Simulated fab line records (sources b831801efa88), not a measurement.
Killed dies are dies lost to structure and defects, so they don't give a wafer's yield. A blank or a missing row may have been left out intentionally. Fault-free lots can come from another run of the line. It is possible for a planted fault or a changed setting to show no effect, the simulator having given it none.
Chamber matching | flow gf180mcu | cmp-02 running GF_V3_CMP_04: 4 sister chambers
The step polishes SiO2. 4 wafers are shown with their chamber, then 7 later ones without.

## WAFERS PAIRED WITH THEIR CHAMBERS
wafer  | chamber | motor current A (A)
L576.3 | 2       | 11.8
L576.4 | 0       | 10.7
L578.2 | 1       | 13.3
L578.3 | 3       | 10.4

## WAFERS MISSING THEIR CHAMBER
wafer  | motor current A (A)
L578.5 | 10.9
L581.2 | 11.1
L581.5 | 11.4
L581.6 | 14.3
L583.1 | 12.3
L583.3 | 13.9
L583.5 | 10.3

## CHAMBER TAKEN BY EACH
wafer  | from the rows above          | in truth
L578.5 | can't be placed: 0 or 3 or 2 | 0
L581.2 | can't be placed: 0 or 3 or 2 | 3
L581.5 | can't be placed: 2 or 0 or 3 | 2
L581.6 | 1                            | 1
L583.1 | can't be placed: 2 or 1      | 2
L583.3 | 1                            | 1
L583.5 | can't be placed: 3 or 0      | 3
Correctly placed: 2 of 7. Can't be placed from these rows: 5 (the true chamber is among the candidates in 5). Wrongly placed: 0.
How it was worked out, from the rows above alone: a wafer's distance from a chamber is the root of the sum, over the readings, of the square of ((its reading less the chamber's mean) divided by the reading's scatter). If the next closest chamber is less than 2 further off than the closest, the wafer can't be placed; otherwise it belongs to the closest. Each chamber's mean is taken over the wafers shown for it. The scatter (one wafer shown for each chamber): square how far every hidden wafer sits from the nearest shown wafer, average those squares and take the square root.
